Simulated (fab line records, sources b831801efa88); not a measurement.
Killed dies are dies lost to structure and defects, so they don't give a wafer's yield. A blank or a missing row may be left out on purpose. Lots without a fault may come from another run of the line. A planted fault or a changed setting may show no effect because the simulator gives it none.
A struck lot beside a sound one | flow sky130 | 34 steps out of a route of 708
Sound: wafers L608.2, L608.3, L608.6. Struck: wafer L600.1. (L600.4, L600.5 of the same lot were not struck and are left out.) The cause comes at the end.
At each step with rows: each side's tool, then ch and its chambers, then its first start. Under that, the readings that differ: sound wafers | struck wafers | difference of the means | sigmas: that difference in standard deviations of wafers without a fault.
alike: readings whose means differ by less than 2 such deviations, and words and numbers that are the same on both sides. not compared: withheld readings, readings that some wafer has no value for, bounds like >300 that may hide the same value, and numbers for which the record gives no deviation and whose values overlap.
The two part at a step that has a row with sigmas, a row that says differs or no value, or rows on one side only. Numbers that don't overlap but have no deviation are shown without sigmas and don't part them. A reading that every wafer of one side lacks parts them only if that side has two wafers or more.

first, 4 steps without rows for these wafers: SKY_METAL5_SOFTBAKE_10 (time 60 s); SKY_METAL5_EXPOSE_11 (exposes mask MM5, target cd 1600 nm); SKY_METAL5_PEB_12; SKY_METAL5_DEVELOP_13 (develop time 60 s).
SKY_METAL5_DESCUM_14: chemistry O2, time 11 s.
  sound on rie_metal-01 ch 0,1, day 48 17:19; struck on rie_metal-04 ch 0, day 46 15:28
  alike: drypump_motor_current_A, oes_product_au
  not compared: rf_hours_counter_h
SKY_METAL5_METAL_ETCH_15: etches the open film in Cl2/BCl3, stops on SiO2, target depth 1260 nm, time 252 s.
  sound on rie_metal-01 ch 0,1, day 48 17:20; struck on rie_metal-04 ch 0, day 46 15:29
  alike: drypump_motor_current_A, oes_product_au, throttle_valve_pct
  not compared: rf_hours_counter_h
SKY_METAL5_STRIP_16: strips in O2/N2.
  sound on plasma_asher-01 ch 1, day 48 17:35; struck on plasma_asher-01 ch 0, day 46 15:44
  reading                     | sound             | struck | difference | sigmas
  drypump_motor_current_A (A) | 5.4 5.4 5.4       | 6.3    | +0.9       | +2
  oes_product_au (a.u.)       | 0.709 0.704 0.708 | 0.716  | +0.009     | +2
  alike: strip_time_to_endpoint_s
  not compared: rf_hours_counter_h
then, 4 steps without rows for these wafers: SKY_METAL5_STRIP_17 (strips in post etch residue remover, time 1200 s); SKY_METAL5_CLEAN_18 (cleans in IPA, time 180 s); SKY_METAL5_CLEAN_19 (cleans in O3/DIW); SKY_PASSIVATION_CVD_00 (deposits SiO2, target thk 90 nm).
SKY_PASSIVATION_THK_MEAS_01:
  sound on film_metro-02, day 48 18:12; struck on film_metro-01, day 46 16:20
  alike: PASSIVATION_CVD_00_THK
SKY_PASSIVATION_CVD_02: deposits Si3N4, target thk 540 nm.
  sound on pecvd-03 ch 0,1, day 48 18:15; struck on pecvd-04 ch 0, day 46 16:24
  reading                                       | sound             | struck | difference | sigmas
  model.Si3N4_of_PASSIVATION_CVD_02.thk_nm (nm) | 542.5 538.7 541.7 | 416    | -125       |
  alike: heater_power_w
SKY_PASSIVATION_THK_MEAS_03:
  sound on film_metro-01, day 48 18:29; struck on film_metro-03, day 46 16:51
  reading                     | sound       | struck | difference | sigmas
  PASSIVATION_CVD_02_THK (nm) | 542 539 541 | 416    | -125       | -18
  not compared: hold
then, 6 steps without rows for these wafers: SKY_PASSIVATION_HMDS_05 (prime time 60 s); SKY_PASSIVATION_COAT_06 (resist thk 3000 nm); SKY_PASSIVATION_SOFTBAKE_07; SKY_PASSIVATION_EXPOSE_08 (exposes mask NSM, target cd 3000 nm); SKY_PASSIVATION_PEB_09; SKY_PASSIVATION_DEVELOP_10 (develop time 60 s).
SKY_PASSIVATION_ETCH_11: etches the open film in CF4/O2, stops on AlCu, target depth 725 nm, time 161.1 s.
  sound on rie_diel-03 ch 0,2, day 49 11:23; struck on rie_diel-02 ch 2, day 47 13:01
  reading                                 | sound             | struck | difference | sigmas
  oes_product_au (a.u.)                   | 0.989 0.980 0.983 | 0.876  | -0.108     | -15
  throttle_valve_pct (%)                  | 5.972 5.938 5.981 | 5.935  | -0.029     | -3
  model.PASSIVATION.feature_depth_nm (nm) | 708.8 703.6 708.7 | 580.2  | -126.8     |
  model.etch.depth_nm (nm)                | 708.8 703.6 708.7 | 580.2  | -126.8     |
  alike: cf4_flow_sccm, drypump_motor_current_A
  not compared: rf_hours_counter_h
SKY_PASSIVATION_STRIP_12: strips in O2/N2.
  sound on plasma_asher-04 ch 0, day 49 11:29; struck on plasma_asher-02 ch 1, day 47 13:08
  alike: drypump_motor_current_A, oes_product_au, strip_time_to_endpoint_s
  not compared: rf_hours_counter_h
then, 7 steps without rows for these wafers: SKY_PAD_OPEN_DEHYDRATE_00 (time 60 s); SKY_PAD_OPEN_HMDS_01 (prime time 60 s); SKY_PAD_OPEN_COAT_02 (resist thk 3000 nm); SKY_PAD_OPEN_SOFTBAKE_03; SKY_PAD_OPEN_EXPOSE_04 (exposes mask PDM, target cd 60000 nm); SKY_PAD_OPEN_PEB_05; SKY_PAD_OPEN_DEVELOP_06 (develop time 60 s).
SKY_PAD_OPEN_ETCH_07: etches the open film in CF4/O2, stops on AlCu, target depth 725 nm, time 161.1 s.
  sound on rie_diel-04 ch 1,2,3, day 50 04:43; struck on rie_diel-01 ch 0, day 48 09:01
  reading                              | sound             | struck | difference | sigmas
  oes_product_au (a.u.)                | 0.984 0.981 0.983 | 0.875  | -0.108     | -15
  throttle_valve_pct (%)               | 5.954 5.958 5.975 | 5.938  | -0.024     | -3
  model.PAD_OPEN.feature_depth_nm (nm) | 708.8 703.6 708.7 | 580.2  | -126.8     |
  model.etch.depth_nm (nm)             | 708.8 703.6 708.7 | 580.2  | -126.8     |
  alike: cf4_flow_sccm, drypump_motor_current_A
  not compared: rf_hours_counter_h
SKY_PAD_OPEN_STRIP_08: strips in O2/N2.
  sound on plasma_asher-03 ch 0,1, day 50 04:49; struck on plasma_asher-02 ch 1, day 48 09:08
  alike: drypump_motor_current_A, oes_product_au, strip_time_to_endpoint_s
  not compared: rf_hours_counter_h
SKY_PAD_OPEN_STRIP_09: strips in post etch residue remover, time 1200 s.
  sound on wet_bench-02 ch 2, day 50 04:55; struck on wet_bench-02 ch 2, day 48 09:14
  reading                                       | sound             | struck | difference | sigmas
  model.Si3N4_of_PASSIVATION_CVD_02.thk_nm (nm) | 542.1 538.4 541.4 | 415.7  | -124.9     |
then, 2 steps without rows for these wafers: SKY_PAD_OPEN_CLEAN_10 (cleans in IPA, time 180 s); SKY_PAD_OPEN_PROBE_99.

WHERE THEY PART
First at SKY_METAL5_STRIP_16; last, within this record, at SKY_PAD_OPEN_ETCH_07. Later steps at which nothing parts them and some readings are alike: SKY_PAD_OPEN_STRIP_08.

WHY: what the simulator had put in
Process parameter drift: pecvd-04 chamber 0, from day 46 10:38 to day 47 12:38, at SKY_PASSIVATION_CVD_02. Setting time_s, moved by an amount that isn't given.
